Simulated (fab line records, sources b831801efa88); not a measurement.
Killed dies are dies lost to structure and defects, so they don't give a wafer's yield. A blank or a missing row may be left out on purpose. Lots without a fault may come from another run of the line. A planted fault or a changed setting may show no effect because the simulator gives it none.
Chamber matching | flow sfq_line | SFQ_TRILAYER_I2_VIA_ETCH_VIA_ETCH_070 on rie_diel-01: 4 sister chambers
The step etches SiO2 in CHF3, stops on Nb, target depth 260 nm. 18 wafers are shown with their chamber, then 8 later ones without.

WAFERS WITH THEIR CHAMBER
wafer  | chamber | drypump_motor_current_A (A) | oes_product_au (a.u.)
L372.1 | 0       | 5.6                         | 0.851
L372.2 | 1       | 6.7                         | 0.861
L372.3 | 3       | 6.4                         | 0.854
L373.1 | 0       | 5.6                         | 0.860
L373.3 | 3       | 6.4                         | 0.853
L373.4 | 2       | 5.9                         | 0.856
L375.2 | 3       | 6.3                         | 0.848
L375.3 | 1       | 6.7                         | 0.856
L375.4 | 2       | 5.9                         | 0.864
L377.3 | 3       | 6.3                         | 0.858
L377.5 | 1       | 6.7                         | 0.859
L384.2 | 2       | 5.9                         | 0.853
L384.5 | 0       | 5.6                         | 0.855
L384.6 | 3       | 6.3                         | 0.855
L385.3 | 1       | 6.7                         | 0.855
L385.4 | 2       | 5.9                         | 0.856
L385.5 | 3       | 6.4                         | 0.848
L386.3 | 3       | 6.4                         | 0.856

SIGNATURES (means of the wafers above)
reading                 | chamber 0 | chamber 1 | chamber 2 | chamber 3 | scatter within a chamber
drypump_motor_current_A | 5.600     | 6.700     | 5.900     | 6.357     | 0.035
oes_product_au          | 0.85533   | 0.85775   | 0.85725   | 0.85314   | 0.00396
Rule: a wafer's distance from a chamber is the root of the sum, over the readings, of the square of ((its reading less the chamber's mean) divided by the reading's scatter). The wafer belongs to the nearest chamber; if the next one is less than 2 further off, it can't be placed. The scatter: the root of (the sum of the squares of (reading less its chamber's mean) over the shown wafers, divided by (wafers less chambers)).

WAFERS WITHOUT THEIR CHAMBER
wafer  | drypump_motor_current_A (A) | oes_product_au (a.u.)
L386.4 | 5.9                         | 0.851
L386.5 | 6.7                         | 0.861
L387.1 | 5.9                         | 0.845
L387.3 | 5.5                         | 0.847
L387.6 | 5.5                         | 0.850
L389.2 | 5.5                         | 0.846
L389.4 | 6.4                         | 0.862
L389.5 | 5.9                         | 0.852

WHICH CHAMBER EACH WENT THROUGH
wafer  | from the rows above | in truth
L386.4 | 2                   | 2
L386.5 | 1                   | 1
L387.1 | 2                   | 2
L387.3 | 0                   | 0
L387.6 | 0                   | 0
L389.2 | 0                   | 0
L389.4 | 3                   | 3
L389.5 | 2                   | 2
Placed correctly: 8 of 8. Can't be placed from these rows: 0. Placed wrongly: 0.
